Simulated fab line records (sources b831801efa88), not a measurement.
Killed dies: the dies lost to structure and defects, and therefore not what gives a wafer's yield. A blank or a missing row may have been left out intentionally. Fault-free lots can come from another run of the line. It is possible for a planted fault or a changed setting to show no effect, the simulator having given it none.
The tool behind it: which one? :: flow gf180mcu :: 13 lots with 39 wafers sampled at 4 steps, on a route of 602 steps

## WHAT THE GAUGES SHOWED, per wafer
GF_HV_LDD_TW_MEAS_11.
lot: L147
measured: day 10 08:04
on: filmMetro-03
HV_LDD_TW: 2398 2400 2409

lot: L149
measured: day 10 17:27
on: filmMetro-03
HV_LDD_TW: 2398 2396 2408

lot: L150
measured: day 11 01:23
on: filmMetro-04
HV_LDD_TW: 2356 2374 2370

lot: L151
measured: day 11 12:29
on: filmMetro-04
HV_LDD_TW: 2371 2366 2373

lot: L155
measured: day 12 16:06
on: filmMetro-01
HV_LDD_TW: 2385 2402 2407

lot: L156
measured: day 13 02:16
on: filmMetro-03
HV_LDD_TW: 2392 2404 2390

lot: L157
measured: day 13 10:11
on: filmMetro-03
HV_LDD_TW: 2405 2398 2401

lot: L163
measured: day 15 01:32
on: filmMetro-01
HV_LDD_TW: 2414 2424 2423

lot: L165
measured: day 15 21:22
on: filmMetro-01
HV_LDD_TW: 2401 2403 2407

lot: L166
measured: day 16 00:35
on: filmMetro-01
HV_LDD_TW: 2400 2401 2389

lot: L167
measured: day 16 06:22
on: filmMetro-01
HV_LDD_TW: 2398 2399 2401

lot: L168
measured: day 16 22:02
on: filmMetro-01
HV_LDD_TW: 2392 2388 2390

lot: L169
measured: day 17 03:35
on: filmMetro-04
HV_LDD_TW: 2359 2337 2368

GF_NSD_TW_MEAS_12.
lot: L147
measured: day 13 17:10
on: filmMetro-02
NSD_TW: 4234 4260 4249

lot: L149
measured: day 14 04:20
on: filmMetro-02
NSD_TW: 4264 4255 4247

lot: L150
measured: day 14 19:57
on: filmMetro-03
NSD_TW: 4220 4220 4206

lot: L151
measured: day 14 22:59
on: filmMetro-01
NSD_TW: 4198 4209 4197

lot: L155
measured: day 16 05:50
on: filmMetro-01
NSD_TW: 4235 4242 4231

lot: L156
measured: day 16 22:15
on: filmMetro-02
NSD_TW: 4266 4255 4273

lot: L157
measured: day 17 02:36
on: filmMetro-02
NSD_TW: 4273 4278 4266

lot: L163
measured: day 19 01:41
on: filmMetro-01
NSD_TW: 4190 4226 4203

lot: L165
measured: day 19 23:36
on: filmMetro-02
NSD_TW: 4247 4215 4232

lot: L166
measured: day 20 02:48
on: filmMetro-02
NSD_TW: 4265 4255 4267

lot: L167
measured: day 20 09:25
on: filmMetro-03
NSD_TW: 4200 4221 4205

lot: L168
measured: day 21 03:23
on: filmMetro-01
NSD_TW: 4189 4203 4161

lot: L169
measured: day 21 07:58
on: filmMetro-01
NSD_TW: 4188 4180 4202

## EACH LOT AND THE TOOL THAT RAN IT (in order: tool; ch and the chambers of the sampled wafers; start)
lot: L147
GF_NSD_IMPLANT_10: implanter-04 ch 0, day 13 16:57
GF_NSD_STRIP_11: plasmaAsher-04 ch 0,1, day 13 17:05

lot: L149
GF_NSD_IMPLANT_10: implanter-02 ch 0, day 14 04:06
GF_NSD_STRIP_11: plasmaAsher-02 ch 0,1, day 14 04:14

lot: L150
GF_NSD_IMPLANT_10: implanter-02 ch 0, day 14 19:42
GF_NSD_STRIP_11: plasmaAsher-01 ch 0, day 14 19:51

lot: L151
GF_NSD_IMPLANT_10: implanter-04 ch 0, day 14 22:44
GF_NSD_STRIP_11: plasmaAsher-04 ch 0,1, day 14 22:53

lot: L155
GF_NSD_IMPLANT_10: implanter-03 ch 0, day 16 05:35
GF_NSD_STRIP_11: plasmaAsher-01 ch 0,1, day 16 05:44

lot: L156
GF_NSD_IMPLANT_10: implanter-02 ch 0, day 16 22:02
GF_NSD_STRIP_11: plasmaAsher-01 ch 0,1, day 16 22:10

lot: L157
GF_NSD_IMPLANT_10: implanter-02 ch 0, day 17 02:22
GF_NSD_STRIP_11: plasmaAsher-01 ch 0, day 17 02:29

lot: L163
GF_NSD_IMPLANT_10: implanter-04 ch 0, day 19 01:26
GF_NSD_STRIP_11: plasmaAsher-04 ch 0,1, day 19 01:35

lot: L165
GF_NSD_IMPLANT_10: implanter-02 ch 0, day 19 23:21
GF_NSD_STRIP_11: plasmaAsher-04 ch 0,1, day 19 23:30

lot: L166
GF_NSD_IMPLANT_10: implanter-04 ch 0, day 20 02:33
GF_NSD_STRIP_11: plasmaAsher-02 ch 0,1, day 20 02:42

lot: L167
GF_NSD_IMPLANT_10: implanter-04 ch 0, day 20 09:12
GF_NSD_STRIP_11: plasmaAsher-04 ch 0,1, day 20 09:19

lot: L168
GF_NSD_IMPLANT_10: implanter-04 ch 0, day 21 03:08
GF_NSD_STRIP_11: plasmaAsher-04 ch 0,1, day 21 03:17

lot: L169
GF_NSD_IMPLANT_10: implanter-02 ch 0, day 21 07:43
GF_NSD_STRIP_11: plasmaAsher-01 ch 0,1, day 21 07:52
- GF_NSD_IMPLANT_10
- GF_NSD_STRIP_11: strips in O2/N2.

## WHAT THE TOOLS THEMSELVES READ (means of the sampled wafers that have a number; where no wafer has one, the mark that the record gives instead)
GF_NSD_IMPLANT_10.
lot: L147
tool: implanter-04
beamEnergyKeV: 39.990

lot: L149
tool: implanter-02
beamEnergyKeV: 39.997

lot: L150
tool: implanter-02
beamEnergyKeV: 39.990

lot: L151
tool: implanter-04
beamEnergyKeV: 39.997

lot: L155
tool: implanter-03
beamEnergyKeV: 39.997

lot: L156
tool: implanter-02
beamEnergyKeV: 45.292

lot: L157
tool: implanter-02
beamEnergyKeV: 45.303

lot: L163
tool: implanter-04
beamEnergyKeV: 39.991

lot: L165
tool: implanter-02
beamEnergyKeV: 40.007

lot: L166
tool: implanter-04
beamEnergyKeV: 39.993

lot: L167
tool: implanter-04
beamEnergyKeV: 39.992

lot: L168
tool: implanter-04
beamEnergyKeV: 39.989

lot: L169
tool: implanter-02
beamEnergyKeV: 40.019

GF_NSD_STRIP_11.
lot: L147
tool: plasmaAsher-04
drypumpMotorCurrentA (A): 6.0
heaterPowerW (W): 337
oesProductAu (a.u.): 0.489
stripTimeToEndpointS (s): 22.90

lot: L149
tool: plasmaAsher-02
drypumpMotorCurrentA (A): 5.6
heaterPowerW (W): 313
oesProductAu (a.u.): 0.486
stripTimeToEndpointS (s): 22.90

lot: L150
tool: plasmaAsher-01
drypumpMotorCurrentA (A): 6.2
heaterPowerW (W): 327
oesProductAu (a.u.): 0.485
stripTimeToEndpointS (s): 22.92

lot: L151
tool: plasmaAsher-04
drypumpMotorCurrentA (A): 5.7
heaterPowerW (W): 316
oesProductAu (a.u.): 0.486
stripTimeToEndpointS (s): 22.99

lot: L155
tool: plasmaAsher-01
drypumpMotorCurrentA (A): 6.1
heaterPowerW (W): 317
oesProductAu (a.u.): 0.488
stripTimeToEndpointS (s): 22.91

lot: L156
tool: plasmaAsher-01
drypumpMotorCurrentA (A): 6.1
heaterPowerW (W): 314
oesProductAu (a.u.): 0.482
stripTimeToEndpointS (s): 23.18

lot: L157
tool: plasmaAsher-01
drypumpMotorCurrentA (A): 6.1
heaterPowerW (W): 329
oesProductAu (a.u.): 0.483
stripTimeToEndpointS (s): 23.16

lot: L163
tool: plasmaAsher-04
drypumpMotorCurrentA (A): 5.7
heaterPowerW (W): 314
oesProductAu (a.u.): 0.492
stripTimeToEndpointS (s): 23.00

lot: L165
tool: plasmaAsher-04
drypumpMotorCurrentA (A): 5.7
heaterPowerW (W): 319
oesProductAu (a.u.): 0.487
stripTimeToEndpointS (s): 22.96

lot: L166
tool: plasmaAsher-02
drypumpMotorCurrentA (A): 5.6
heaterPowerW (W): 309
oesProductAu (a.u.): 0.486
stripTimeToEndpointS (s): 22.98

lot: L167
tool: plasmaAsher-04
drypumpMotorCurrentA (A): 5.7
heaterPowerW (W): 316
oesProductAu (a.u.): 0.486
stripTimeToEndpointS (s): 22.97

lot: L168
tool: plasmaAsher-04
drypumpMotorCurrentA (A): 5.7
heaterPowerW (W): 317
oesProductAu (a.u.): 0.488
stripTimeToEndpointS (s): 22.96

lot: L169
tool: plasmaAsher-01
drypumpMotorCurrentA (A): 6.1
heaterPowerW (W): 309
oesProductAu (a.u.): 0.487
stripTimeToEndpointS (s): 22.97

## THE ANSWER, worked out from the rows above alone
Rule: what is usual is taken from the lots themselves. Put in order of their means at a reading, lots are off if they are a third of the lots or fewer, leave a main group of 4 or more, and stand apart from it by a gap of 3 or more times the standard deviation of the main group's means; of several such gaps the widest counts. The tables above print the reading to a certain number of digits; a main group whose means all agree to those digits is not used. A lot without any number at a reading at which 4 lots or more have one is off too. The other lots that the step has rows for count as sound. Order of review: gauges by route order, followed by the tools' own readings, for which a lot's mean as printed above is used. The first step at which some lot is off is used, and at that step the reading that is off furthest; a lot without a number counts as furthest.
Off at GF_NSD_IMPLANT_10 (beamEnergyKeV): L156, L157. Mean 39.997 and standard deviation 0.0086 in the main group.
If a tool, at that step or one of the process steps before it, ran each lot that is off and ran no sound lot following the first of them, it fits. Not one of the candidates tried fits.

## WHAT THE SIMULATOR PUT IN
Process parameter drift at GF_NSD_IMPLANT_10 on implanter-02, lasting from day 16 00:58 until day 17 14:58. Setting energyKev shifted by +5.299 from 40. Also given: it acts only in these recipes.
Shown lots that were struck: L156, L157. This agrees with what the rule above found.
